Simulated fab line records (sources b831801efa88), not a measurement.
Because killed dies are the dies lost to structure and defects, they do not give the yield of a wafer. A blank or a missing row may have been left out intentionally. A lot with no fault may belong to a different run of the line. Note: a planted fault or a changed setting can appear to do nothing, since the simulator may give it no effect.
Chamber matching || flow gf180mcu || rie diel-02 running GF_V1_ETCH_16: 4 sister chambers
The step etches BARC in N2/H2. 4 wafers are shown with their chamber, then 7 later ones without.

WAFERS, EACH WITH ITS CHAMBER
{"wafer": "L082.5", "chamber": 0, "drypump motor current A (A)": 5.9}
{"wafer": "L086.2", "chamber": 2, "drypump motor current A (A)": 6.2}
{"wafer": "L091.1", "chamber": 3, "drypump motor current A (A)": 6.2}
{"wafer": "L091.4", "chamber": 1, "drypump motor current A (A)": 5.7}

WAFERS WITHOUT THEIR CHAMBER
{"wafer": "L091.5", "drypump motor current A (A)": 5.9}
{"wafer": "L092.3", "drypump motor current A (A)": 6.1}
{"wafer": "L092.4", "drypump motor current A (A)": 5.9}
{"wafer": "L092.5", "drypump motor current A (A)": 6.2}
{"wafer": "L094.1", "drypump motor current A (A)": 6.1}
{"wafer": "L094.2", "drypump motor current A (A)": 6.2}
{"wafer": "L094.3", "drypump motor current A (A)": 5.7}

WHICH CHAMBER EACH WENT THROUGH
{"wafer": "L091.5", "from the rows above": 0, "in truth": 0}
{"wafer": "L092.3", "from the rows above": "can't be placed: 2 or 3 or 0", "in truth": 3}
{"wafer": "L092.4", "from the rows above": 0, "in truth": 0}
{"wafer": "L092.5", "from the rows above": "can't be placed: 2 or 3", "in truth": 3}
{"wafer": "L094.1", "from the rows above": "can't be placed: 2 or 3 or 0", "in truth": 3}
{"wafer": "L094.2", "from the rows above": "can't be placed: 2 or 3", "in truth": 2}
{"wafer": "L094.3", "from the rows above": 1, "in truth": 1}
Placed correctly: 3 of 7. These rows do not allow placing 4 (true chamber among the candidates in 4). Number placed wrongly: 0.
How it was worked out, from the rows above alone: a wafer's distance from a chamber is the root of the sum, over the readings, of the square of ((its reading less the chamber's mean) divided by the reading's scatter). The wafer belongs to the nearest chamber; if the next one is less than 2 further off, it can't be placed. For every chamber, the mean is computed from those of its wafers that are shown. The scatter: root of mean squared gap, hidden wafer to nearest shown wafer, with one shown wafer a chamber.
